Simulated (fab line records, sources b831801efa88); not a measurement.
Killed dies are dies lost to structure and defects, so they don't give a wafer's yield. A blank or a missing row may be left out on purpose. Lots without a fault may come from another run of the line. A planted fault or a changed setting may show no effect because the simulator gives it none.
fab line records | flow sky130
record lots=12 wafers=36 last_day=50
route steps=708 shown POLY_GATE@229 LDD_LDN@300 SPACER@305 PAD_OPEN@708
lots that met no fault: from a run of the same line without faults
start_h: hours from the record's first day to the start of the lot's first wafer shown | wait_h: hours since the lot's step before | " the same as in the row above | L1.1+2: a row that stands for several wafers | - no value, or no start given | * or withheld: withheld | < > ~ a bound
route shown NAME@n: a module of which the file shows steps, and the number in the route of the first | usual: mean/standard deviation of fault-free wafers | same: alike in all rows | chamber/n: place in a boat | sites: the reading at each site | _std_site: their standard deviation | _edge_site: outer sites' mean less inner sites' | radius_mm: how far each site lies from the wafer's centre | mask NAME#n: copy n | behind: the tool/chamber that last shaped the wafer | hold: why the lot was held/for how many hours/how that ended | device: the transistor (n, p or np) that didn't switch | end of line: the same wafers' tests at the end of the route | a step without rows: its recipe alone | killed: dies lost to structure and defects at the first sort, not the wafer's yield | map: a wafer's dies, x killed, . not, _ none there
set.NAME: the setting as run; set.NAME@STEP: as run at that earlier step | model.NAME: the simulator's own value behind a step, which no gauge read
steps of the route over a sample of lots; a table a step, a row a wafer
services: from which hour (start_h, from the record's first day; less than 0 if before it) a tool's chamber was out of use, for how many hours, and why
## steps
# step SKY_POLY_GATE_ETCH_15
# recipe chemistry=N2/H2 target=BARC ion_energy_ev=200 source_w=500 bias_w=100 pressure_mtorr=30.93 n2_flow_sccm=100 h2_flow_sccm=200 stop_on=SiO2 time_s=118.5 target_depth_a=1100
# usual drypump_motor_current_A=5.8/0.37 oes_product_au=0.716/0.0046 throttle_valve_pct=12.981/0.0085
# columns lot.wafer tool chamber start_h wait_h drypump_motor_current_A oes_product_au rf_hours_counter_h throttle_valve_pct
L852.4 rie_diel-02 0 389.47 0.0 5.7 0.712 44 12.968
L852.5 " 0 " " 5.7 0.717 - 12.989
L852.6 " 1 " " 6.0 0.714 - 12.973
L854.3 rie_diel-01 1 413.39 0.0 6.2 0.719 13 12.982
L854.4 " 3 " " 6.2 0.723 3 12.980
L854.5 " 1 " " 6.2 0.711 - 12.975
L856.2 rie_diel-03 2 430.83 0.0 5.4 0.710 7 12.968
L856.3 " 0 " " 6.2 0.718 - 12.976
L856.6 " 0 " " 6.1 0.716 - 12.986
L857.3 rie_diel-03 0 443.22 0.0 6.1 0.716 3 12.971
L857.5 " 3 " " 5.7 0.713 - 12.984
L857.6 " 0 " " 6.1 0.721 - 12.963
L859.4 rie_diel-02 0 458.92 0.0 5.7 0.714 46 12.985
L859.5 " 1 " " 6.0 0.712 - 12.987
L859.6 " 0 " " 5.7 0.712 - 12.974
L861.2 rie_diel-03 1 477.94 0.0 5.9 0.722 4 12.976
L861.4 " 1 " " 5.9 0.723 - 12.977
L861.5 " 2 " " 5.3 0.715 - 12.974
L863.1 rie_diel-02 0 493.47 0.0 5.7 0.722 47 12.990
L863.5 " 0 " " 5.7 0.713 - 12.989
L863.6 " 1 " " 6.0 0.712 - 12.985
L864.2 rie_diel-01 2 500.04 0.0 4.9 0.714 9 12.984
L864.4 " 1 " " 6.2 0.723 15 12.983
L864.5 " 0 " " 6.2 0.710 - 12.971
L865.1 rie_diel-03 2 511.93 0.0 5.3 0.723 9 12.972
L865.5 " 2 " " 5.4 0.715 - 12.964
L865.6 " 0 " " 6.1 0.718 - 12.983
L866.1 rie_diel-03 0 523.44 0.0 6.1 0.715 4 12.975
L866.5 " 0 " " 6.1 0.719 - 12.980
L866.6 " 1 " " 5.9 0.717 - 12.988
L871.1 rie_diel-02 3 560.93 0.0 5.4 0.709 2 12.977
L871.2 " 2 " " 5.4 0.719 7 12.978
L871.5 " 1 " " 6.0 0.717 - 12.982
L872.2 rie_diel-02 0 569.38 0.0 5.7 0.717 48 12.980
L872.3 " 1 " " 6.0 0.712 5 12.978
L872.6 " 0 " " 5.7 0.717 - 12.989
# step SKY_POLY_GATE_THK_MEAS_21
# recipe reads=SiO2_of_POLY_GATE_OXIDATION_20
# usual POLY_GATE_OXIDATION_THK=3.98/0.089
# columns lot.wafer tool chamber start_h wait_h POLY_GATE_OXIDATION_THK[nm]
L852.4 film_metro-01 - 391.66 0.0 4.03
L852.5 " - " " 3.99
L852.6 " - " " 4.02
L854.3 film_metro-01 - 416.60 0.0 3.95
L854.4 " - " " 4.00
L854.5 " - " " 3.92
L856.2 film_metro-03 - 433.07 0.0 4.05
L856.3 " - " " 4.07
L856.6 " - " " 4.01
L857.3 film_metro-01 - 444.88 0.0 3.90
L857.5 " - " " 3.99
L857.6 " - " " 4.01
L859.4 film_metro-01 - 460.65 0.0 4.01
L859.5 " - " " 4.03
L859.6 " - " " 3.92
L861.2 film_metro-01 - 479.58 0.0 3.80
L861.4 " - " " 3.84
L861.5 " - " " 3.92
L863.1 film_metro-03 - 495.11 0.0 4.03
L863.5 " - " " 3.98
L863.6 " - " " 3.95
L864.2 film_metro-03 - 501.69 0.0 4.13
L864.4 " - " " 4.16
L864.5 " - " " 4.13
L865.1 film_metro-04 - 513.57 0.0 3.83
L865.5 " - " " 3.84
L865.6 " - " " 3.85
L866.1 film_metro-04 - 525.27 0.0 3.91
L866.5 " - " " 3.90
L866.6 " - " " 3.92
L871.1 film_metro-04 - 564.16 0.0 4.02
L871.2 " - " " 3.89
L871.5 " - " " 3.97
L872.2 film_metro-01 - 571.03 0.0 4.08
L872.3 " - " " 4.07
L872.6 " - " " 4.03
# step SKY_LDD_LDN_IMPLANT_11
# recipe species=As energy_kev=15 dose_cm2=1.25e+13 tilt_deg=withheld rotation_deg=293
# usual dose_ions_cm2=1.25e+13/1.4e+10 faraday_current_uA=70.4/1.3
# columns lot.wafer tool chamber start_h wait_h dose_ions_cm2 faraday_current_uA
L852.4 implanter-01 0 547.49 0.1 1.2485e+13 69.0
L852.5 " 0 " " 1.251e+13 67.8
L852.6 " 0 " " 1.2515e+13 71.1
L854.3 implanter-01 0 569.80 0.1 1.2476e+13 72.2
L854.4 " 0 " " 1.2522e+13 68.3
L854.5 " 0 " " 1.2491e+13 70.0
L856.2 implanter-01 0 586.56 0.1 1.2499e+13 69.0
L856.3 " 0 " " 1.2505e+13 72.7
L856.6 " 0 " " 1.2488e+13 71.2
L857.3 implanter-02 0 595.92 0.1 1.2533e+13 72.2
L857.5 " 0 " " 1.2506e+13 71.3
L857.6 " 0 " " 1.2522e+13 69.0
L859.4 implanter-02 0 611.68 0.1 1.2492e+13 71.0
L859.5 " 0 " " 1.25e+13 71.5
L859.6 " 0 " " 1.248e+13 70.8
L861.2 implanter-01 0 629.39 0.1 1.2507e+13 69.0
L861.4 " 0 " " 1.2485e+13 70.6
L861.5 " 0 " " 1.2522e+13 70.9
L863.1 implanter-01 0 644.50 0.1 1.2464e+13 69.7
L863.5 " 0 " " 1.2495e+13 69.5
L863.6 " 0 " " 1.2485e+13 71.9
L864.2 implanter-01 0 649.96 0.1 6.587e+12 37.1
L864.4 " 0 " " 6.582e+12 37.3
L864.5 " 0 " " 6.599e+12 36.6
L865.1 implanter-01 0 662.22 0.1 6.61e+12 37.0
L865.5 " 0 " " 6.614e+12 38.3
L865.6 " 0 " " 6.606e+12 38.5
L866.1 implanter-02 0 672.19 0.1 1.2497e+13 70.8
L866.5 " 0 " " 1.2497e+13 70.4
L866.6 " 0 " " 1.2529e+13 69.7
L871.1 implanter-04 0 710.80 0.1 1.2504e+13 70.1
L871.2 " 0 " " 1.2484e+13 71.6
L871.5 " 0 " " 1.2503e+13 70.3
L872.2 implanter-04 0 715.66 0.1 1.2502e+13 70.4
L872.3 " 0 " " 1.2508e+13 68.1
L872.6 " 0 " " 1.2503e+13 67.1
# step SKY_LDD_LDN_TW_MEAS_13
# usual LDD_LDN_TW=1471/16
# columns lot.wafer tool chamber start_h wait_h LDD_LDN_TW
L852.4 film_metro-03 - 547.70 0.1 1461
L852.5 " - " " 1453
L852.6 " - " " 1463
L854.3 film_metro-03 - 570.02 0.1 1452
L854.4 " - " " 1449
L854.5 " - " " 1458
L856.2 film_metro-03 - 586.80 0.1 1456
L856.3 " - " " 1458
L856.6 " - " " 1461
L857.3 film_metro-03 - 596.14 0.1 1464
L857.5 " - " " 1457
L857.6 " - " " 1457
L859.4 film_metro-02 - 611.88 0.1 1467
L859.5 " - " " 1481
L859.6 " - " " 1469
L861.2 film_metro-02 - 629.63 0.1 1481
L861.4 " - " " 1470
L861.5 " - " " 1483
L863.1 film_metro-01 - 644.75 0.1 1491
L863.5 " - " " 1491
L863.6 " - " " 1486
L864.2 film_metro-02 - 650.20 0.1 1410
L864.4 " - " " 1413
L864.5 " - " " 1412
L865.1 film_metro-02 - 662.47 0.1 1418
L865.5 " - " " 1418
L865.6 " - " " 1402
L866.1 film_metro-03 - 672.44 0.1 1456
L866.5 " - " " 1459
L866.6 " - " " 1457
L871.1 film_metro-03 - 711.05 0.1 1456
L871.2 " - " " 1461
L871.5 " - " " 1457
L872.2 film_metro-03 - 715.90 0.1 1461
L872.3 " - " " 1460
L872.6 " - " " 1458
# step SKY_SPACER_THK_MEAS_01
# recipe reads=Si3N4_of_SPACER_CVD_00
# usual SPACER_CVD_00_THK=43.0/0.43
# columns lot.wafer tool chamber start_h wait_h SPACER_CVD_00_THK[nm]
L852.4 film_metro-02 - 549.01 0.0 43.8
L852.5 " - " " 43.6
L852.6 " - " " 43.9
L854.3 film_metro-03 - 572.91 0.0 42.9
L854.4 " - " " 42.5
L854.5 " - " " 42.7
L856.2 film_metro-04 - 588.11 0.0 43.3
L856.3 " - " " 43.4
L856.6 " - " " 42.9
L857.3 film_metro-03 - 597.50 0.0 43.5
L857.5 " - " " 43.0
L857.6 " - " " 43.2
L859.4 film_metro-02 - 613.20 0.0 42.8
L859.5 " - " " 43.4
L859.6 " - " " 43.0
L861.2 film_metro-04 - 631.55 0.0 42.4
L861.4 " - " " 42.4
L861.5 " - " " 42.4
L863.1 film_metro-02 - 647.00 0.0 43.3
L863.5 " - " " 43.0
L863.6 " - " " 43.1
L864.2 film_metro-04 - 651.52 0.0 42.3
L864.4 " - " " 42.2
L864.5 " - " " 42.7
L865.1 film_metro-04 - 665.52 0.0 42.8
L865.5 " - " " 42.9
L865.6 " - " " 42.6
L866.1 film_metro-04 - 673.75 0.0 42.3
L866.5 " - " " 43.0
L866.6 " - " " 42.3
L871.1 film_metro-03 - 712.37 0.0 43.0
L871.2 " - " " 43.1
L871.5 " - " " 43.1
L872.2 film_metro-04 - 718.29 0.0 43.1
L872.3 " - " " 43.3
L872.6 " - " " 43.4
# step SKY_PAD_OPEN_PROBE_99
# usual killed_at_M0_to_M3=43/6.3 killed_at_M4_up=3.1/1.9 killed_at_contacts=24/5.1 killed_at_front_end=14/4.3 killed_at_other=0.3/0.53 killed_dies=85/8.8 killed_on_rim=17/3.9 killed_open=46/7.1 killed_short=38/5.9
# same gross_dies=492 killed_at_back_side=0
# columns lot.wafer tool chamber start_h wait_h killed_at_M0_to_M3 killed_at_M4_up killed_at_contacts killed_at_front_end killed_at_other killed_dies killed_on_rim killed_open killed_short
L856.2 prober-02 - 1118.52 0.1 43 4 26 9 0 82 14 47 35
L856.3 prober-02 - 1118.57 0.2 49 4 33 14 0 100 22 60 40
L856.6 prober-02 - 1118.72 0.2 55 3 14 16 0 88 19 50 38
L857.3 prober-01 - 1124.88 0.2 43 1 22 15 1 82 17 43 39
L857.5 prober-01 - 1124.98 0.2 39 5 23 7 0 74 15 48 26
L857.6 prober-01 - 1125.03 0.2 46 1 31 18 0 96 14 58 38
L861.2 prober-01 - 1145.50 0.1 46 2 18 19 0 85 19 45 40
L861.4 prober-01 - 1145.60 0.2 41 4 21 11 0 77 18 41 36
L861.5 prober-01 - 1145.65 0.2 42 2 27 20 1 92 19 41 51
L863.1 prober-01 - 1157.00 0.1 40 1 25 17 0 83 12 44 39
L863.5 prober-01 - 1157.20 0.2 33 2 30 12 1 78 15 45 33
L863.6 prober-01 - 1157.25 0.2 38 4 23 16 0 81 12 40 41
L871.1 prober-02 - 1192.93 0.1 57 2 27 18 1 105 22 49 56
L871.2 prober-02 - 1192.98 0.1 56 1 27 15 0 99 24 58 41
L871.5 prober-02 - 1193.13 0.2 32 2 22 16 0 72 10 43 29
# killed by level:class
L856.2 CONTACT:geometric_particle:short=8 VIA1:geometric_particle:open=7 VIA2:geometric_particle:open=7 VIA3:geometric_particle:open=7 LI_CONTACT:geometric_particle:open=6 CONTACT:geometric_particle:open=6 LOCAL_INTERCONNECT:geometric_particle:short=5 VIA1:geometric_particle:short=5
L856.3 CONTACT:geometric_particle:open=12 VIA1:geometric_particle:open=11 VIA2:geometric_particle:open=10 LI_CONTACT:geometric_particle:open=8 VIA1:geometric_particle:short=7 LOCAL_INTERCONNECT:geometric_particle:short=6 METAL2:geometric_particle:short=6 VIA3:geometric_particle:open=4
L856.6 VIA1:geometric_particle:open=19 VIA1:geometric_particle:short=8 METAL1:geometric_particle:short=8 METAL2:geometric_particle:short=7 FIELD_ISO:geometric_particle:open=6 VIA2:geometric_particle:open=6 LI_CONTACT:geometric_particle:open=5 CONTACT:geometric_particle:open=4
L857.3 VIA1:geometric_particle:open=11 CONTACT:geometric_particle:open=8 METAL1:geometric_particle:short=7 VIA3:geometric_particle:open=7 POLY_GATE:geometric_particle:short=6 LI_CONTACT:geometric_particle:open=6 POLY_GATE:geometric_particle:open=5 LI_CONTACT:geometric_particle:short=5
L857.5 VIA1:geometric_particle:open=12 CONTACT:geometric_particle:open=9 CONTACT:geometric_particle:short=7 VIA2:geometric_particle:open=6 VIA3:geometric_particle:open=6 LI_CONTACT:geometric_particle:open=5 METAL2:geometric_particle:short=5 METAL4:geometric_particle:short=4
L857.6 CONTACT:geometric_particle:open=16 VIA3:geometric_particle:open=8 POLY_GATE:geometric_particle:open=7 VIA1:geometric_particle:open=7 VIA2:geometric_particle:open=7 CONTACT:geometric_particle:short=6 METAL1:geometric_particle:short=6 LI_CONTACT:geometric_particle:open=5
L861.2 VIA1:geometric_particle:open=10 FIELD_ISO:geometric_particle:short=8 METAL1:geometric_particle:short=8 CONTACT:geometric_particle:open=8 LI_CONTACT:geometric_particle:open=7 VIA2:geometric_particle:open=7 METAL2:geometric_particle:short=6 VIA1:geometric_particle:short=6
L861.4 VIA1:geometric_particle:open=12 CONTACT:geometric_particle:open=8 METAL1:geometric_particle:short=7 LI_CONTACT:geometric_particle:open=6 VIA3:geometric_particle:short=5 FIELD_ISO:geometric_particle:short=4 LOCAL_INTERCONNECT:geometric_particle:short=4 VIA1:geometric_particle:short=4
L861.5 LI_CONTACT:geometric_particle:open=9 CONTACT:geometric_particle:open=9 METAL1:geometric_particle:short=8 VIA1:geometric_particle:open=8 LOCAL_INTERCONNECT:geometric_particle:short=7 FIELD_ISO:geometric_particle:open=5 METAL3:geometric_particle:short=5 VIA1:geometric_particle:short=5
L863.1 VIA1:geometric_particle:open=12 CONTACT:geometric_particle:short=9 FIELD_ISO:geometric_particle:open=7 CONTACT:geometric_particle:open=7 VIA2:geometric_particle:open=6 FIELD_ISO:geometric_particle:short=5 VIA3:geometric_particle:short=4 LI_CONTACT:geometric_particle:open=4
L863.5 LI_CONTACT:geometric_particle:open=12 CONTACT:geometric_particle:open=8 VIA1:geometric_particle:open=7 METAL2:geometric_particle:short=5 LOCAL_INTERCONNECT:geometric_particle:short=4 CONTACT:geometric_particle:short=4 METAL1:geometric_particle:short=4 FIELD_ISO:geometric_particle:open=3
L863.6 VIA3:geometric_particle:open=8 CONTACT:geometric_particle:open=5 LI_CONTACT:geometric_particle:open=5 VIA1:geometric_particle:short=5 METAL2:geometric_particle:short=5 VIA2:geometric_particle:open=5 POLY_GATE:geometric_particle:short=4 LI_CONTACT:geometric_particle:short=4
L871.1 CONTACT:geometric_particle:open=10 VIA2:geometric_particle:open=10 VIA2:geometric_particle:short=9 METAL2:geometric_particle:short=8 VIA3:geometric_particle:open=7 VIA1:geometric_particle:open=7 VIA1:geometric_particle:short=7 LOCAL_INTERCONNECT:geometric_particle:short=6
L871.2 CONTACT:geometric_particle:open=14 VIA1:geometric_particle:open=14 METAL2:geometric_particle:short=11 METAL1:geometric_particle:short=8 LI_CONTACT:geometric_particle:open=8 VIA1:geometric_particle:short=6 POLY_GATE:geometric_particle:open=5 VIA2:geometric_particle:open=5
L871.5 CONTACT:geometric_particle:open=7 LI_CONTACT:geometric_particle:open=6 METAL1:geometric_particle:short=6 VIA1:geometric_particle:open=6 VIA3:geometric_particle:open=6 POLY_GATE:geometric_particle:open=5 FIELD_ISO:geometric_particle:short=4 LOCAL_INTERCONNECT:geometric_particle:short=4
## services
# columns tool chamber start_h hours kind
implanter-04 - 387.03 3.7 pm
rie_diel-02 1 392.43 5.8 repair
rie_diel-03 1 423.83 10.1 repair
implanter-01 - 437.66 1.3 repair
implanter-02 - 451.65 3.3 pm
rie_diel-02 2 468.21 2.8 repair
rie_diel-03 3 477.82 4.5 repair
implanter-01 - 496.88 1.6 repair
rie_diel-02 2 500.73 9.1 repair
rie_diel-03 1 510.63 3.9 repair
rie_diel-03 0 542.57 6.9 repair
implanter-01 - 551.96 1.8 repair
implanter-02 - 567.75 4.8 repair
rie_diel-03 - 580.21 2.8 pm
implanter-01 - 597.82 4.4 pm
rie_diel-02 2 605.21 18.3 repair
rie_diel-02 3 621.17 9.9 repair
rie_diel-02 2 628.66 6.9 repair
implanter-01 - 644.65 4.8 pm
rie_diel-03 2 670.27 11.5 repair
rie_diel-02 3 674.76 8.8 repair
implanter-01 - 686.66 1.9 repair
implanter-01 - 700.44 8.8 pm
rie_diel-03 3 713.05 9.3 repair
## key
first_sign step=SKY_LDD_LDN_IMPLANT_11 reading=dose_ions_cm2 direction=down sigmas=99+ usual=* struck=*
effect step=SKY_LDD_LDN_IMPLANT_11 reading=faraday_current_uA direction=down sigmas=25 usual=70.4 struck=37.5
effect step=SKY_LDD_LDN_TW_MEAS_13 reading=LDD_LDN_TW direction=down sigmas=3.6 usual=1471 struck=1412
met_at SKY_LDD_LDN_IMPLANT_11
struck_lots L864,L865
tester_left_out L864,L865
not_acting_at SKY_POLY_GATE_ETCH_15,SKY_POLY_GATE_THK_MEAS_21,SKY_SPACER_THK_MEAS_01
onset_between 644.50 649.96
fault kind=process_parameter_drift tool=implanter-01 chamber=- onset_h=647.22 steps=SKY_LDD_LDN_IMPLANT_11 channel=dose_cm2 offset=* shape=step end_h=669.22 acts_in=* stated=*
# tester_left_out: of these lots the tester's yield and bins aren't shown, on N5 and GAA mostly nor the transistor test; their killed dies are dies lost to structure and defects alone, not to doping, threshold or leakage, so they don't give the yield
